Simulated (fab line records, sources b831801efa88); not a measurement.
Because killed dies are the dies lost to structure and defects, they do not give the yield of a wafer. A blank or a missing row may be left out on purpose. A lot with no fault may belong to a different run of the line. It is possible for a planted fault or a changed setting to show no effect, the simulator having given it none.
Which tool is to blame? | flow sky130 | 24 lots, 72 wafers sampled, at 5 steps of a route of 708

== WHAT THE GAUGES SHOWED, per wafer ==
SKY_LI_CONTACT_CD_MEAS_12: target cd 170 nm.
lot  | measured     | on       | cdNm (nm)
L074 | day 29 02:17 | cdSem-01 | 170.4 170.2 171.4
L075 | day 29 06:05 | cdSem-01 | 171.5 171.3 171.0
L076 | day 29 23:11 | cdSem-01 | 172.2 171.8 171.6
L077 | day 30 12:30 | cdSem-01 | 171.0 171.5 169.9
L078 | day 30 15:05 | cdSem-01 | 169.3 169.6 167.8
L079 | day 31 04:28 | cdSem-02 | 168.7 168.0 166.4
L080 | day 31 12:25 | cdSem-01 | 171.2 170.2 171.5
L081 | day 32 04:59 | cdSem-02 | 169.5 169.5 169.2
L082 | day 32 05:17 | cdSem-01 | 169.4 168.9 170.2
L083 | day 32 11:17 | cdSem-01 | 168.6 168.9 168.3
L084 | day 32 19:14 | cdSem-02 | 171.4 171.2 172.0
L085 | day 33 07:14 | cdSem-01 | 171.5 172.9 170.1
L086 | day 33 20:19 | cdSem-01 | 170.9 171.3 170.4
L087 | day 33 21:09 | cdSem-01 | 169.9 171.5 171.8
L088 | day 34 11:56 | cdSem-02 | 168.1 167.6 168.4
L090 | day 34 16:54 | cdSem-02 | 170.8 170.6 171.1
L089 | day 34 18:34 | cdSem-02 | 168.9 169.7 170.3
L091 | day 34 21:05 | cdSem-02 | 169.5 171.0 170.1
L092 | day 35 08:09 | cdSem-01 | 169.9 169.6 168.9
L093 | day 35 12:19 | cdSem-01 | 166.7 168.0 167.2
L095 | day 35 23:09 | cdSem-02 | 168.9 168.0 169.4
L094 | day 36 07:06 | cdSem-01 | 168.9 168.9 169.5
L097 | day 36 13:28 | cdSem-02 | 168.7 169.2 168.1
L096 | day 36 14:26 | cdSem-01 | 169.7 171.2 170.9

SKY_CONTACT_THK_MEAS_01.
lot  | measured     | on           | CONTACT_CVD_00_THK (nm)
L074 | day 30 09:31 | filmMetro-04 | 75.2 75.8 76.4
L075 | day 30 12:31 | filmMetro-03 | 76.0 74.7 75.4
L076 | day 31 06:08 | filmMetro-04 | 74.9 73.8 75.7
L077 | day 31 19:10 | filmMetro-03 | 73.2 73.5 74.1
L078 | day 31 20:58 | filmMetro-02 | 75.5 75.2 77.2
L079 | day 32 10:41 | filmMetro-03 | 75.4 76.4 74.5
L080 | day 32 18:19 | filmMetro-02 | 74.8 74.8 76.1
L081 | day 33 10:44 | filmMetro-03 | 73.7 74.8 74.6
L082 | day 33 11:04 | filmMetro-03 | 75.2 74.6 72.3
L083 | day 33 16:47 | filmMetro-03 | 75.0 75.7 77.4
L084 | day 34 00:27 | filmMetro-04 | 76.0 76.7 75.1
L085 | day 34 11:08 | filmMetro-02 | 73.8 74.9 74.1
L086 | day 35 00:59 | filmMetro-03 | 74.2 75.6 75.6
L087 | day 35 01:39 | filmMetro-02 | 74.8 73.2 74.8
L088 | day 35 16:37 | filmMetro-02 | 75.0 74.2 75.9
L090 | day 35 21:19 | filmMetro-03 | 72.8 74.9 74.2
L089 | day 35 23:17 | filmMetro-03 | 75.8 75.1 75.1
L091 | day 36 01:07 | filmMetro-02 | 74.2 74.8 75.5
L092 | day 36 13:08 | filmMetro-03 | 73.6 74.3 73.8
L093 | day 36 16:56 | filmMetro-04 | 75.3 77.0 77.4
L095 | day 37 03:26 | filmMetro-02 | 73.6 75.5 74.8
L094 | day 37 10:59 | filmMetro-03 | 74.5 76.0 75.4
L097 | day 37 17:51 | filmMetro-03 | 73.9 76.2 75.5
L096 | day 37 19:02 | filmMetro-03 | 74.0 75.8 75.1

== TOOL THAT RAN EACH LOT (tool first, then ch and the chambers of the sampled wafers, then the start) ==
lot  | SKY_LI_CONTACT_ETCH_15            | SKY_LI_CONTACT_CVD_21        | SKY_LOCAL_INTERCONNECT_ETCH_13
L074 | rieDiel-01 ch 0,3, day 29 02:29   | cvdW-02 ch 0,1, day 29 03:00 | rieMetal-02 ch 0,1, day 30 08:47
L075 | rieDiel-01 ch 1,2, day 29 06:17   | cvdW-02 ch 0,1, day 29 06:48 | rieMetal-01 ch 1, day 30 11:37
L076 | rieDiel-02 ch 1,2,3, day 29 23:22 | cvdW-02 ch 0,1, day 29 23:55 | rieMetal-01 ch 0, day 31 05:16
L077 | rieDiel-04 ch 1,2,3, day 30 12:42 | cvdW-02 ch 0,1, day 30 13:14 | rieMetal-01 ch 0,1, day 31 18:26
L078 | rieDiel-02 ch 1,2,3, day 30 15:16 | cvdW-01 ch 0,1, day 30 15:47 | rieMetal-03 ch 0,1, day 31 20:13
L079 | rieDiel-04 ch 0,1,2, day 31 04:37 | cvdW-01 ch 0,1, day 31 05:11 | rieMetal-02 ch 0,1, day 32 09:57
L080 | rieDiel-04 ch 0,1,2, day 31 12:36 | cvdW-02 ch 0,1, day 31 13:08 | rieMetal-01 ch 0,1, day 32 17:34
L081 | rieDiel-04 ch 1,2, day 32 05:11   | cvdW-02 ch 0, day 32 05:42   | rieMetal-02 ch 0,1, day 33 09:55
L082 | rieDiel-01 ch 0,1,2, day 32 05:28 | cvdW-01 ch 0,1, day 32 06:01 | rieMetal-01 ch 0,1, day 33 10:16
L083 | rieDiel-02 ch 0,3, day 32 11:27   | cvdW-02 ch 0,1, day 32 12:01 | rieMetal-02 ch 0,1, day 33 15:57
L084 | rieDiel-04 ch 0,1,2, day 32 19:23 | cvdW-01 ch 0,1, day 32 19:56 | rieMetal-02 ch 0,1, day 33 23:42
L085 | rieDiel-02 ch 1,3, day 33 07:26   | cvdW-02 ch 0, day 33 08:10   | rieMetal-01 ch 0, day 34 10:20
L086 | rieDiel-02 ch 0,1,2, day 33 20:29 | cvdW-02 ch 0,1, day 33 21:02 | rieMetal-01 ch 0,1, day 35 00:15
L087 | rieDiel-01 ch 0,2, day 33 21:21   | cvdW-01 ch 1, day 33 21:53   | rieMetal-02 ch 0,1, day 35 00:52
L088 | rieDiel-04 ch 0,2,3, day 34 12:08 | cvdW-02 ch 0,1, day 34 12:38 | rieMetal-01 ch 0,1, day 35 15:52
L090 | rieDiel-02 ch 1,2,3, day 34 17:06 | cvdW-01 ch 0,1, day 34 17:37 | rieMetal-01 ch 0,1, day 35 20:35
L089 | rieDiel-01 ch 1,3, day 34 18:44   | cvdW-02 ch 0,1, day 34 19:17 | rieMetal-02 ch 0, day 35 22:26
L091 | rieDiel-04 ch 1,2,3, day 34 21:15 | cvdW-01 ch 0,1, day 34 21:49 | rieMetal-02 ch 0, day 36 00:16
L092 | rieDiel-01 ch 0,1, day 35 08:20   | cvdW-01 ch 0,1, day 35 08:50 | rieMetal-03 ch 0,1, day 36 12:17
L093 | rieDiel-04 ch 0,1,3, day 35 12:30 | cvdW-01 ch 0,1, day 35 13:01 | rieMetal-01 ch 0,1, day 36 16:07
L095 | rieDiel-01 ch 0,2, day 35 23:20   | cvdW-01 ch 0,1, day 36 00:01 | rieMetal-03 ch 0,1, day 37 02:41
L094 | rieDiel-04 ch 0,3, day 36 07:18   | cvdW-01 ch 1, day 36 07:49   | rieMetal-01 ch 0, day 37 10:07
L097 | rieDiel-02 ch 0,2,3, day 36 13:38 | cvdW-01 ch 0,1, day 36 14:11 | rieMetal-03 ch 0,1, day 37 17:07
L096 | rieDiel-04 ch 0,1, day 36 14:38   | cvdW-01 ch 0,1, day 36 15:11 | rieMetal-01 ch 0, day 37 18:11
- SKY_LI_CONTACT_ETCH_15: etches PSG in C4F8/O2/Ar, stops on Si, target depth 600 nm.
- SKY_LI_CONTACT_CVD_21: deposits W, target thk 400 nm, time 120.56 s.
- SKY_LOCAL_INTERCONNECT_ETCH_13: etches BARC in N2/H2, stops on SiO2, time 45.9 s, target depth 60 nm.

== WHAT THE TOOLS THEMSELVES READ (means of the sampled wafers that have a number; where no wafer has one, the mark that the record gives instead) ==
SKY_LI_CONTACT_ETCH_15.
lot  | tool       | oesProductAu (a.u.)
L074 | rieDiel-01 | 0.836
L075 | rieDiel-01 | 0.836
L076 | rieDiel-02 | 0.838
L077 | rieDiel-04 | 0.838
L078 | rieDiel-02 | 0.838
L079 | rieDiel-04 | 0.839
L080 | rieDiel-04 | 0.834
L081 | rieDiel-04 | 0.842
L082 | rieDiel-01 | 0.833
L083 | rieDiel-02 | 0.835
L084 | rieDiel-04 | 0.840
L085 | rieDiel-02 | 0.836
L086 | rieDiel-02 | 0.832
L087 | rieDiel-01 | 0.835
L088 | rieDiel-04 | 0.837
L090 | rieDiel-02 | 0.841
L089 | rieDiel-01 | 0.836
L091 | rieDiel-04 | 0.834
L092 | rieDiel-01 | 0.837
L093 | rieDiel-04 | 0.834
L095 | rieDiel-01 | 0.838
L094 | rieDiel-04 | 0.835
L097 | rieDiel-02 | 0.835
L096 | rieDiel-04 | 0.838

SKY_LI_CONTACT_CVD_21.
lot  | tool    | heaterPowerW (W)
L074 | cvdW-02 | 924
L075 | cvdW-02 | 912
L076 | cvdW-02 | 915
L077 | cvdW-02 | 932
L078 | cvdW-01 | 860
L079 | cvdW-01 | 882
L080 | cvdW-02 | 935
L081 | cvdW-02 | 906
L082 | cvdW-01 | 872
L083 | cvdW-02 | 927
L084 | cvdW-01 | 865
L085 | cvdW-02 | 913
L086 | cvdW-02 | 939
L087 | cvdW-01 | 842
L088 | cvdW-02 | 921
L090 | cvdW-01 | 850
L089 | cvdW-02 | 929
L091 | cvdW-01 | 880
L092 | cvdW-01 | 878
L093 | cvdW-01 | 865
L095 | cvdW-01 | 869
L094 | cvdW-01 | 842
L097 | cvdW-01 | 886
L096 | cvdW-01 | 865

SKY_LOCAL_INTERCONNECT_ETCH_13.
lot  | tool        | drypumpMotorCurrentA (A) | oesProductAu (a.u.) | throttleValvePct (%)
L074 | rieMetal-02 | 6.0                      | 0.854               | 13.227
L075 | rieMetal-01 | 5.4                      | 0.857               | 13.213
L076 | rieMetal-01 | 6.2                      | 0.851               | 13.224
L077 | rieMetal-01 | 5.9                      | 0.856               | 13.232
L078 | rieMetal-03 | 6.0                      | 0.858               | 13.221
L079 | rieMetal-02 | 6.0                      | 0.854               | 13.220
L080 | rieMetal-01 | 5.7                      | 0.853               | 13.234
L081 | rieMetal-02 | 6.0                      | 0.854               | 13.230
L082 | rieMetal-01 | 5.6                      | 0.853               | 13.226
L083 | rieMetal-02 | 6.0                      | 0.855               | 13.229
L084 | rieMetal-02 | 5.7                      | 0.853               | 13.217
L085 | rieMetal-01 | 6.2                      | 0.851               | 13.215
L086 | rieMetal-01 | 5.7                      | 0.854               | 13.226
L087 | rieMetal-02 | 5.7                      | 0.853               | 13.220
L088 | rieMetal-01 | 5.9                      | 0.851               | 13.234
L090 | rieMetal-01 | 5.7                      | 0.854               | 13.218
L089 | rieMetal-02 | 5.5                      | 0.849               | 13.223
L091 | rieMetal-02 | 5.4                      | 0.860               | 13.227
L092 | rieMetal-03 | 5.7                      | 0.854               | 13.225
L093 | rieMetal-01 | 5.9                      | 0.853               | 13.223
L095 | rieMetal-03 | 6.0                      | 0.851               | 13.221
L094 | rieMetal-01 | 6.2                      | 0.858               | 13.224
L097 | rieMetal-03 | 6.0                      | 0.853               | 13.219
L096 | rieMetal-01 | 6.2                      | 0.850               | 13.225

== THE ANSWER, worked out from the rows above alone ==
Rule: the usual values come from the lots themselves. Put in order of their means at a reading, lots are off if they are a third of the lots or fewer, leave a main group of 4 or more, and stand apart from it by a gap of 3 or more times the standard deviation of the main group's means; of several such gaps the widest counts. If all means in a main group match to the digits the tables above print for the reading, that group is not used. A lot without any number at a reading at which 4 lots or more have one is off too. All remaining lots with rows at the step are treated as sound. Order of review: gauges by route order, followed by the tools' own readings, for which a lot's mean as printed above is used. The first step at which some lot is off is used, and at that step the reading that is off furthest; a lot without a number counts as furthest.
None of the lots is off at any reading shown; this tells nothing.

== WHAT THE SIMULATOR PUT IN ==
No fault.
